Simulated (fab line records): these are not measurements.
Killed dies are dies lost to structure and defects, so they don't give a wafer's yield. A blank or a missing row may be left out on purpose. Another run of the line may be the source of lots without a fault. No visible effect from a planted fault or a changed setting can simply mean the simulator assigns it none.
Matching of chambers | flow sky130 | 4 sister chambers for SKY_CONTACT_ETCH_16 on rie-diel-03
The step etches BARC in N2/H2, stops on SiO2, time 45.9 s, target depth 60 nm. 7 wafers are shown with their chamber, then 6 later ones without.

EACH WAFER AND ITS CHAMBER
wafer  | chamber | drypump-motor-current-A (A) | oes-product-au (a.u.)
L653.2 | 3       | 5.8                         | 0.863
L656.2 | 0       | 6.0                         | 0.858
L656.4 | 3       | 5.9                         | 0.858
L661.1 | 2       | 5.7                         | 0.854
L661.6 | 1       | 6.0                         | 0.857
L662.5 | 2       | 5.7                         | 0.845
L662.6 | 1       | 6.0                         | 0.840

WAFERS WHOSE CHAMBER IS MISSING
wafer  | drypump-motor-current-A (A) | oes-product-au (a.u.)
L664.1 | 6.0                         | 0.838
L664.3 | 5.6                         | 0.843
L664.4 | 6.1                         | 0.838
L672.2 | 6.0                         | 0.852
L672.5 | 6.0                         | 0.850
L672.6 | 5.9                         | 0.844

EACH ONE'S CHAMBER
wafer  | from the rows above          | in truth
L664.1 | can't be placed: 1 or 0      | 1
L664.3 | 2                            | 2
L664.4 | can't be placed: 1 or 0      | 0
L672.2 | can't be placed: 1 or 0      | 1
L672.5 | can't be placed: 1 or 0      | 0
L672.6 | can't be placed: 3 or 1 or 0 | 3
Correct placement for 1 of the 6. From these rows, 5 cannot be placed; in 5 the true chamber is one of the candidates. Number placed wrongly: 0.
How it was worked out, from the rows above alone: a wafer's distance from a chamber is the root of the sum, over the readings, of the square of ((its reading less the chamber's mean) divided by the reading's scatter). If the next closest chamber is less than 2 further off than the closest, the wafer can't be placed; otherwise it belongs to the closest. A chamber's mean is the mean of its shown wafers. The scatter is the square root of a quotient: the sum, over the shown wafers, of each reading's squared deviation from its chamber's mean, divided by wafers minus chambers.
